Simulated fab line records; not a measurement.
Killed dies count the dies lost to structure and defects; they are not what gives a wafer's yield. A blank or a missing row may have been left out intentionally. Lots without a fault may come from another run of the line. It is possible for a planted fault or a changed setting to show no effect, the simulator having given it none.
Matching of chambers || flow sky130 || SKY_CONTACT_CMP_27 on cmp-01: 4 sister chambers
The step polishes, stops on SiO2, t overpolish 15 s, target thk 0 nm. 4 wafers are shown with their chamber, then 7 later ones without.

== EACH WAFER AND ITS CHAMBER ==
{"wafer": "L309.4", "chamber": 3, "motorCurrentA (A)": 9.8}
{"wafer": "L310.3", "chamber": 0, "motorCurrentA (A)": 11.5}
{"wafer": "L311.1", "chamber": 1, "motorCurrentA (A)": 10.6}
{"wafer": "L311.3", "chamber": 2, "motorCurrentA (A)": 10.1}

== WAFERS WITH NO CHAMBER GIVEN ==
{"wafer": "L311.4", "motorCurrentA (A)": 9.4}
{"wafer": "L313.1", "motorCurrentA (A)": 10.2}
{"wafer": "L313.2", "motorCurrentA (A)": 9.7}
{"wafer": "L313.4", "motorCurrentA (A)": 12.0}
{"wafer": "L323.2", "motorCurrentA (A)": 10.4}
{"wafer": "L323.3", "motorCurrentA (A)": 9.7}
{"wafer": "L323.4", "motorCurrentA (A)": 9.8}

== EACH ONE'S CHAMBER ==
{"wafer": "L311.4", "from the rows above": "can't be placed: 3 or 2", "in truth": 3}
{"wafer": "L313.1", "from the rows above": "can't be placed: 2 or 3 or 1", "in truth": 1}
{"wafer": "L313.2", "from the rows above": "can't be placed: 3 or 2", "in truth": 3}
{"wafer": "L313.4", "from the rows above": 0, "in truth": 0}
{"wafer": "L323.2", "from the rows above": "can't be placed: 1 or 2 or 3", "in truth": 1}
{"wafer": "L323.3", "from the rows above": "can't be placed: 3 or 2", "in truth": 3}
{"wafer": "L323.4", "from the rows above": "can't be placed: 3 or 2", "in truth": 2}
Placed correctly: 1 of 7. From these rows, 6 cannot be placed; in 6 the true chamber is one of the candidates. Wrongly placed: 0.
How it was worked out, from the rows above alone: a wafer's distance from a chamber is the root of the sum, over the readings, of the square of ((its reading less the chamber's mean) divided by the reading's scatter). The wafer belongs to the nearest chamber; if the next one is less than 2 further off, it can't be placed. For every chamber, the mean is computed from those of its wafers that are shown. The scatter (one wafer shown for each chamber): square how far every hidden wafer sits from the nearest shown wafer, average those squares and take the square root.
